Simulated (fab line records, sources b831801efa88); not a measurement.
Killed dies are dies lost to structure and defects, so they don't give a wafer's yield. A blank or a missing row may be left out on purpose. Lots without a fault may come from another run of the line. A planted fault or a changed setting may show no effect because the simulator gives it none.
Which tool did it? | flow gf180mcu | 15 lots, 45 wafers sampled, at 4 steps of a route of 602

WHAT THE GAUGES READ, wafer by wafer
GF_V4_THK_MEAS_01. Usual: V4_CVD_00_THK 600 nm, standard deviation 6.
lot  | measured     | on            | V4_CVD_00_THK (nm) | flag
L575 | day 23 09:35 | film_metro-02 | 603 597 598        |
L576 | day 23 11:58 | film_metro-01 | 591 596 592        |
L577 | day 24 08:16 | film_metro-01 | 602 607 595        |
L578 | day 24 10:29 | film_metro-03 | 607 594 595        |
L579 | day 25 00:07 | film_metro-01 | 606 602 611        |
L580 | day 25 02:17 | film_metro-01 | 604 596 599        |
L581 | day 25 14:07 | film_metro-01 | 597 591 592        |
L582 | day 26 02:27 | film_metro-02 | 598 593 589        |
L583 | day 26 06:08 | film_metro-03 | 603 605 600        |
L584 | day 26 09:35 | film_metro-02 | 614 601 604        |
L586 | day 27 06:32 | film_metro-02 | 594 597 596        |
L587 | day 27 17:51 | film_metro-01 | 594 596 610        |
L594 | day 29 16:52 | film_metro-03 | 594 596 601        |
L597 | day 30 10:36 | film_metro-01 | 598 595 596        |
L598 | day 30 17:47 | film_metro-02 | 600 597 606        |

WHICH TOOL RAN EACH LOT (tool, then ch and the chambers of the sampled wafers, then the start)
lot  | GF_STI_WET_ETCH_26             | GF_V2_ETCH_17                                 | GF_V3_CVD_23
L575 | wet_bench-02 ch 3, day 2 04:08 | rie_diel-04 ch 1,3, day 22 08:53 or earlier   | cvd_w-01 ch 0,1, day 22 08:53
L576 | wet_bench-03 ch 3, day 2 09:14 | rie_diel-02 ch 0,1,3, day 22 11:28 or earlier | cvd_w-02 ch 0,1, day 22 11:28
L577 | wet_bench-02 ch 3, day 2 15:29 | rie_diel-04 ch 0,2,3, day 23 07:29 or earlier | cvd_w-02 ch 1, day 23 07:29
L578 | wet_bench-02 ch 1, day 2 19:08 | rie_diel-02 ch 0,2,3, day 23 10:22 or earlier | cvd_w-02 ch 1, day 23 10:22
L579 | wet_bench-02 ch 3, day 3 00:08 | rie_diel-01 ch 0,1,3, day 24 00:47 or earlier | cvd_w-01 ch 0,1, day 24 00:47
L580 | wet_bench-04 ch 2, day 3 05:22 | rie_diel-02 ch 0,1,3, day 24 02:36 or earlier | cvd_w-02 ch 0, day 24 02:36
L581 | wet_bench-02 ch 2, day 3 10:35 | rie_diel-01 ch 0,3, day 24 14:33 or earlier   | cvd_w-01 ch 0,1, day 24 14:33
L582 | wet_bench-04 ch 2, day 3 16:01 | rie_diel-02 ch 0,2,3, day 25 03:10 or earlier | cvd_w-01 ch 0,1, day 25 03:10
L583 | wet_bench-02 ch 1, day 3 20:34 | rie_diel-02 ch 0,1,2, day 25 07:19 or earlier | cvd_w-01 ch 1, day 25 07:19
L584 | wet_bench-02 ch 1, day 4 01:36 | rie_diel-01 ch 2,3, day 25 10:30 or earlier   | cvd_w-01 ch 0,1, day 25 10:30
L586 | wet_bench-02 ch 3, day 4 12:34 | rie_diel-04 ch 0,3, day 26 07:43 or earlier   | cvd_w-01 ch 0,1, day 26 07:43
L587 | wet_bench-02 ch 1, day 4 17:48 | rie_diel-02 ch 1,2,3, day 26 20:16 or earlier | cvd_w-01 ch 0,1, day 26 20:16
L594 | wet_bench-04 ch 3, day 6 07:50 | rie_diel-01 ch 0,1,3, day 28 20:00 or earlier | cvd_w-01 ch 0,1, day 28 20:00
L597 | wet_bench-02 ch 3, day 6 21:05 | rie_diel-02 ch 0,1,3, day 29 13:28 or earlier | cvd_w-01 ch 0,1, day 29 13:28
L598 | wet_bench-02 ch 0, day 7 03:10 | rie_diel-01 ch 0,1,2, day 29 20:35 or earlier | cvd_w-02 ch 0,1, day 29 20:35
- GF_STI_WET_ETCH_26: etches SiO2 in dHF, target depth 94 nm, time 188 s.
- GF_V2_ETCH_17: etches SiO2 in C4F8/O2/Ar, stops on TiN, target depth 630 nm.
- GF_V3_CVD_23: deposits W, target thk 350 nm, time 104.9 s.

WHAT THE TOOLS THEMSELVES READ (means of the sampled wafers that have a number; where no wafer has one, the mark that the record gives instead)
GF_STI_WET_ETCH_26. Usual: run_length_s 215.2 s, standard deviation 2.8.
lot  | tool         | run_length_s (s) | flag
L575 | wet_bench-02 | 214.7            |
L576 | wet_bench-03 | 212.7            |
L577 | wet_bench-02 | 221.8            |
L578 | wet_bench-02 | 221.0            |
L579 | wet_bench-02 | 213.9            |
L580 | wet_bench-04 | 213.2            |
L581 | wet_bench-02 | 213.5            |
L582 | wet_bench-04 | 218.9            |
L583 | wet_bench-02 | 214.6            |
L584 | wet_bench-02 | 113.4            | OFF
L586 | wet_bench-02 | 106.9            | OFF
L587 | wet_bench-02 | 105.8            | OFF
L594 | wet_bench-04 | 214.4            |
L597 | wet_bench-02 | 213.8            |
L598 | wet_bench-02 | 212.5            |

GF_V2_ETCH_17. Usual: oes_product_au 0.856 a.u., standard deviation 0.0047.
lot  | tool        | oes_product_au (a.u.) | flag
L575 | rie_diel-04 | 0.854                 |
L576 | rie_diel-02 | 0.859                 |
L577 | rie_diel-04 | 0.858                 |
L578 | rie_diel-02 | 0.853                 |
L579 | rie_diel-01 | 0.854                 |
L580 | rie_diel-02 | 0.855                 |
L581 | rie_diel-01 | 0.856                 |
L582 | rie_diel-02 | 0.854                 |
L583 | rie_diel-02 | 0.858                 |
L584 | rie_diel-01 | 0.852                 |
L586 | rie_diel-04 | 0.853                 |
L587 | rie_diel-02 | 0.857                 |
L594 | rie_diel-01 | 0.856                 |
L597 | rie_diel-02 | 0.853                 |
L598 | rie_diel-01 | 0.857                 |

GF_V3_CVD_23. Usual: heater_power_w 896 W, standard deviation 75.
lot  | tool     | heater_power_w (W) | flag
L575 | cvd_w-01 | 839                |
L576 | cvd_w-02 | 899                |
L577 | cvd_w-02 | 885                |
L578 | cvd_w-02 | 885                |
L579 | cvd_w-01 | 897                |
L580 | cvd_w-02 | 979                |
L581 | cvd_w-01 | 905                |
L582 | cvd_w-01 | 858                |
L583 | cvd_w-01 | 786                |
L584 | cvd_w-01 | 896                |
L586 | cvd_w-01 | 902                |
L587 | cvd_w-01 | 848                |
L594 | cvd_w-01 | 911                |
L597 | cvd_w-01 | 857                |
L598 | cvd_w-02 | 947                |

THE ANSWER, worked out from the rows above alone
Rule: a lot is off if the mean of its wafers that have a number lies more than 3 standard deviations from the usual mean. A lot without any number at a reading at which 4 lots or more have one is off too. The other lots that the step has rows for count as sound. The gauges are gone through in route order, then the tools' own readings, and for those a lot's mean is taken as printed above. The first step at which some lot is off is used, and at that step the reading that is off furthest; a lot without a number counts as furthest.
Off: L584, L586, L587, at GF_STI_WET_ETCH_26 (run_length_s).
A tool fits if, at that step or a process step before it, it ran every lot that is off, and no sound lot after the first of them. None of those tried fits.

WHAT THE SIMULATOR HAD PUT IN
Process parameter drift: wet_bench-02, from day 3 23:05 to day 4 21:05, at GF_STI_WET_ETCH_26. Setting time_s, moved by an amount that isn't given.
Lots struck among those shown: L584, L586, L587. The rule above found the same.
